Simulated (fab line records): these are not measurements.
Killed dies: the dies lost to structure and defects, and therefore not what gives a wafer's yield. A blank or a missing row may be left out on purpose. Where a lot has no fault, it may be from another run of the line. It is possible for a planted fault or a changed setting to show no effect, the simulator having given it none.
The tool behind it: which one? + flow gf180mcu + 39 wafers from 13 lots sampled at 4 of the route's 602 steps

WHAT THE GAUGES SHOWED, per wafer
GF_STI_THK_MEAS_30. Usual: STI_OXIDATION_02_THK gives 9.98 nm (standard deviation 0.19).
| lot  | measured    | on            | STI_OXIDATION_02_THK (nm) | flag |
|------|-------------|---------------|---------------------------|------|
| L461 | day 2 15:05 | film metro-04 | 9.78 9.97 9.58            |      |
| L463 | day 2 21:56 | film metro-04 | 10.12 10.17 10.11         |      |
| L464 | day 3 05:40 | film metro-02 | 10.12 10.08 10.09         |      |
| L466 | day 3 12:31 | film metro-03 | 10.26 10.03 10.15         |      |
| L467 | day 3 19:35 | film metro-04 | 10.23 10.21 10.15         |      |
| L468 | day 3 23:02 | film metro-04 | 9.99 10.16 10.15          |      |
| L469 | day 4 04:34 | film metro-03 | 15.65 15.53 15.43         | OFF  |
| L470 | day 4 11:29 | film metro-02 | 10.33 10.28 10.11         |      |
| L471 | day 4 14:57 | film metro-02 | 15.66 15.44 15.52         | OFF  |
| L473 | day 5 00:41 | film metro-04 | 9.67 9.78 9.81            |      |
| L479 | day 6 06:52 | film metro-04 | 9.79 9.77 9.83            |      |
| L482 | day 7 00:21 | film metro-02 | 10.22 9.89 10.00          |      |
| L483 | day 7 09:07 | film metro-02 | 9.85 9.69 9.76            |      |

GF_VT_IMPLANT_OVL_MEAS_18. Usual: VT_IMPLANT_01_OVL gives -1.2 nm (standard deviation 1.4).
| lot  | measured     | on         | VT_IMPLANT_01_OVL (nm) | flag |
|------|--------------|------------|------------------------|------|
| L461 | day 6 13:22  | overlay-02 | 0.5 0.2 2.0            |      |
| L463 | day 6 21:54  | overlay-02 | -3.1 -2.0 -0.9         |      |
| L464 | day 7 07:40  | overlay-01 | -2.8 -3.9 -1.0         |      |
| L466 | day 7 18:29  | overlay-02 | -1.6 -0.5 0.7          |      |
| L467 | day 8 02:54  | overlay-02 | 0.4 -0.4 1.8           |      |
| L468 | day 8 05:19  | overlay-01 | -0.8 -1.8 -1.1         |      |
| L469 | day 8 13:21  | overlay-02 | -2.1 -4.3 -1.2         |      |
| L470 | day 8 21:12  | overlay-02 | -3.1 -1.1 -1.7         |      |
| L471 | day 9 02:49  | overlay-01 | -0.4 -2.0 -2.4         |      |
| L473 | day 9 14:36  | overlay-02 | -2.0 -2.8 -3.5         |      |
| L479 | day 11 05:58 | overlay-02 | -1.0 -1.5 -1.9         |      |
| L482 | day 12 02:17 | overlay-01 | 0.9 0.7 1.0            |      |
| L483 | day 12 12:53 | overlay-01 | 0.0 -3.9 -1.4          |      |

WHICH TOOL RAN EACH LOT (tool, then ch and the chambers of the sampled wafers, then the start)
| lot  | GF_STI_OXIDATION_29          | GF_DNWELL_STRIP_08                  |
|------|------------------------------|-------------------------------------|
| L461 | furnace-02 ch 0, day 2 13:41 | plasma asher-03 ch 0,1, day 3 02:49 |
| L463 | furnace-02 ch 0, day 2 20:33 | plasma asher-01 ch 0,1, day 3 10:01 |
| L464 | furnace-01 ch 0, day 3 04:14 | plasma asher-01 ch 0,1, day 3 17:58 |
| L466 | furnace-01 ch 0, day 3 11:06 | plasma asher-01 ch 0,1, day 4 02:01 |
| L467 | furnace-02 ch 0, day 3 18:11 | plasma asher-02 ch 0,1, day 4 08:52 |
| L468 | furnace-01 ch 0, day 3 21:39 | plasma asher-02 ch 0,1, day 4 11:55 |
| L469 | furnace-02 ch 0, day 4 03:10 | plasma asher-03 ch 0,1, day 4 17:43 |
| L470 | furnace-01 ch 0, day 4 10:05 | plasma asher-01 ch 0,1, day 5 00:52 |
| L471 | furnace-02 ch 0, day 4 13:34 | plasma asher-02 ch 0,1, day 5 04:22 |
| L473 | furnace-01 ch 0, day 4 23:17 | plasma asher-01 ch 0, day 5 14:46   |
| L479 | furnace-01 ch 0, day 6 05:27 | plasma asher-03 ch 0,1, day 6 22:30 |
| L482 | furnace-01 ch 0, day 6 22:56 | plasma asher-02 ch 0,1, day 7 15:18 |
| L483 | furnace-01 ch 0, day 7 07:44 | plasma asher-03 ch 0,1, day 8 01:19 |
- GF_STI_OXIDATION_29: stabilise 600 s, purge 300 s, target thk 10 nm.
- GF_DNWELL_STRIP_08: strips in O2/N2.

AS READ BY THE TOOLS THEMSELVES (means over the sampled wafers that have a number; for cases with no such wafer, the mark the record gives instead)
GF_STI_OXIDATION_29. Usual: tube_center_temp_C_max reads 902.3 (standard deviation 0.36).
| lot  | tool       | tube_center_temp_C_max | flag |
|------|------------|------------------------|------|
| L461 | furnace-02 | 902.2                  |      |
| L463 | furnace-02 | 901.9                  |      |
| L464 | furnace-01 | 902.2                  |      |
| L466 | furnace-01 | 902.0                  |      |
| L467 | furnace-02 | 902.7                  |      |
| L468 | furnace-01 | 901.8                  |      |
| L469 | furnace-02 | 902.9                  |      |
| L470 | furnace-01 | 902.1                  |      |
| L471 | furnace-02 | 902.5                  |      |
| L473 | furnace-01 | 902.3                  |      |
| L479 | furnace-01 | 902.2                  |      |
| L482 | furnace-01 | 902.1                  |      |
| L483 | furnace-01 | 902.4                  |      |

GF_DNWELL_STRIP_08. Usual: drypump motor current A 5.81 A, standard deviation 0.25; heater power w 360 W, standard deviation 40; n2 flow sccm 300.0 sccm, standard deviation 0.91; oes product au 0.722 a.u., standard deviation 0.0049; strip time to endpoint s 36.96 s, standard deviation 0.084.
| lot  | tool            | drypump motor current A (A) | heater power w (W) | n2 flow sccm (sccm) | oes product au (a.u.) | strip time to endpoint s (s) | flag |
|------|-----------------|-----------------------------|--------------------|---------------------|-----------------------|------------------------------|------|
| L461 | plasma asher-03 | 5.81                        | 347                | 300.7               | 0.719                 | 36.91                        |      |
| L463 | plasma asher-01 | 5.65                        | 387                | 300.0               | 0.719                 | 36.92                        |      |
| L464 | plasma asher-01 | 5.66                        | 391                | 300.8               | 0.721                 | 36.89                        |      |
| L466 | plasma asher-01 | 5.78                        | 399                | 299.9               | 0.715                 | 37.01                        |      |
| L467 | plasma asher-02 | 6.00                        | 317                | 299.5               | 0.725                 | 36.88                        |      |
| L468 | plasma asher-02 | 6.00                        | 315                | 300.1               | 0.722                 | 36.96                        |      |
| L469 | plasma asher-03 | 5.54                        | 351                | 300.6               | 0.717                 | 36.89                        |      |
| L470 | plasma asher-01 | 5.73                        | 402                | 298.6               | 0.725                 | 36.89                        |      |
| L471 | plasma asher-02 | 5.97                        | 313                | 299.0               | 0.722                 | 36.86                        |      |
| L473 | plasma asher-01 | 5.90                        | 406                | 300.2               | 0.725                 | 37.01                        |      |
| L479 | plasma asher-03 | 5.55                        | 350                | 300.0               | 0.723                 | 36.92                        |      |
| L482 | plasma asher-02 | 6.07                        | 314                | 299.9               | 0.720                 | 36.92                        |      |
| L483 | plasma asher-03 | 5.82                        | 341                | 301.3               | 0.719                 | 36.95                        |      |

THE ANSWER, worked out from the rows above alone
Rule: a lot is off if the mean of its wafers that have a number lies more than 3 standard deviations from the usual mean. A lot without any number at a reading at which 4 lots or more have one is off too. The other lots that the step has rows for count as sound. The gauges are gone through in route order, then the tools' own readings, and for those a lot's mean is taken as printed above. The first step at which some lot is off is used, and at that step the reading that is off furthest; a lot without a number counts as furthest.
Off: at GF_STI_THK_MEAS_30 (STI_OXIDATION_02_THK), L469, L471.
A tool fits if, at a process step before that reading, it ran every lot that is off, and no sound lot after the first of them. Gauges at GF_STI_THK_MEAS_30: tried the same way as those tools. One candidate fits, namely furnace-02 at GF_STI_OXIDATION_29. Its last sound lot is L467 (day 3 18:11), its first lot that is off L469 (day 4 03:10): a fault that began between those two fits.

WHAT THE SIMULATOR HAD INSERTED
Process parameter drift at GF_STI_OXIDATION_29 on furnace-02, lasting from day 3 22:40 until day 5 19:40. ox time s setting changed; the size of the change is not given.
Struck lots among those shown: L469, L471. The same result came from the rule above.
